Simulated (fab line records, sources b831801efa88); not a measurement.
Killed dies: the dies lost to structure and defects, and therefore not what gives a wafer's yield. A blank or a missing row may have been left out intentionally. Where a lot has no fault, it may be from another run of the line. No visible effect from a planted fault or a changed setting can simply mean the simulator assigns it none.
Struck lot and sound lot, side by side :: flow sky130 :: 15 steps out of a route of 708
Sound: wafers L202.2, L202.4, L202.5. Struck: wafer L214.2. (L214.4, L214.5 of the same lot were not struck and are left out.) The cause comes at the end.
Per side, at each step with rows, come the tool, then ch with its chambers, and then its first start. Under that, the readings that differ: sound wafers :: struck wafers :: difference of the means :: sigmas: that difference in standard deviations of wafers without a fault.
alike: a reading whose means differ by less than 2 such deviations, as well as words and numbers matching on both sides. not compared: withheld readings; readings where some wafer has no value; bounds like >300 that might hide an equal value; numbers whose values overlap and for which the record gives no deviation.
Wherever a step has rows on one side only, a row that says differs or no value, or a row with sigmas, the two part there. Non-overlapping numbers with no deviation appear without sigmas and do not part them. A reading that every wafer of one side lacks parts them only if that side has two wafers or more.

first, 1 step without rows for these wafers: SKY_LI_CONTACT_COAT_07 (resist thk 450 nm).
SKY_LI_CONTACT_SOFTBAKE_08: time 92.34 s.
  sound on litho-track-01 ch 0; struck on litho-track-03 ch 0
  alike: plate-sensor-t-centre-C, plate-sensor-t-edge-C
then, 3 steps without rows for these wafers: SKY_LI_CONTACT_EXPOSE_09 (exposes mask LICM1, target cd 170 nm); SKY_LI_CONTACT_PEB_10; SKY_LI_CONTACT_DEVELOP_11 (develop time 60 s).
SKY_LI_CONTACT_CD_MEAS_12: target cd 170 nm.
  sound on cd-sem-01, day 32 00:08; struck on cd-sem-01, day 34 22:14
  alike: cd-nm
SKY_LI_CONTACT_OVL_MEAS_13:
  sound on overlay-02, day 32 00:14; struck on overlay-02, day 34 22:20
  alike: LI_CONTACT_OVL
SKY_LI_CONTACT_ETCH_14: etches BARC in N2/H2, stops on SiO2, time 45.9 s, target depth 60 nm.
  sound on rie-diel-03 ch 1,2, day 32 00:16; struck on rie-diel-04 ch 0, day 34 22:22
  alike: drypump-motor-current-A, oes-product-au, throttle-valve-pct
  not compared: rf-hours-counter-h
SKY_LI_CONTACT_ETCH_15: etches PSG in C4F8/O2/Ar, stops on Si, target depth 600 nm.
  sound on rie-diel-03 ch 1,2, day 32 00:19; struck on rie-diel-04 ch 0, day 34 22:25
  alike: oes-product-au
SKY_LI_CONTACT_STRIP_16: strips in O2/N2.
  sound on plasma-asher-01 ch 0,1, day 32 00:24; struck on plasma-asher-03 ch 1, day 34 22:30
  alike: drypump-motor-current-A, oes-product-au, strip-time-to-endpoint-s
  not compared: rf-hours-counter-h
then, 2 steps without rows for these wafers: SKY_LI_CONTACT_CLEAN_17 (cleans in NMP, time 600 s); SKY_LI_CONTACT_PRE_CLEAN_18 (time 5.6 s).
SKY_LI_CONTACT_SPUTTER_19: material Ti, target thk 20 nm, time 106.37 s.
  sound on pvd-sputter-02, day 32 00:42; struck on pvd-sputter-01, day 34 22:47
reading: cathode-dc-power-W (W)
sound: 2499.5 2500.1 2499.1
struck: 2394.6
difference: -105.0
sigmas: -99 or more

reading: model.Ti_of_LI_CONTACT_SPUTTER_19.thk-nm (nm)
sound: 19.78 20.07 20.19
struck: 19.12
difference: -0.89
sigmas: 
  alike: throttle-valve-pct
SKY_LI_CONTACT_SPUTTER_20: material TiN, target thk 20 nm, time 80 s.
  sound on pvd-sputter-02, day 32 00:46; struck on pvd-sputter-01, day 34 22:52
  alike: cathode-dc-power-W, throttle-valve-pct
-- a jump in the record: the struck wafers' starts before and after are 15 days apart (it breaks off in module LI_CONTACT and resumes in module PAD_OPEN, where the first step shown is number 708 of the route) --
SKY_PAD_OPEN_PROBE_99:
  sound on prober-02, day 47 21:56; struck on prober-02, day 49 21:49
  alike: killed_at_M0_to_M3, killed_at_M4_up, killed-at-contacts, killed-at-front-end, killed-at-other, killed-dies, killed-open, killed-short

WHERE THEY PART
Only at SKY_LI_CONTACT_SPUTTER_19, as far as this record shows. Later steps at which nothing parts them and some readings are alike: SKY_LI_CONTACT_SPUTTER_20, SKY_PAD_OPEN_PROBE_99.

WHY: the cause the simulator had injected
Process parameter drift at SKY_LI_CONTACT_SPUTTER_19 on pvd-sputter-01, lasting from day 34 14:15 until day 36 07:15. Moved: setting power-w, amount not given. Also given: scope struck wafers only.
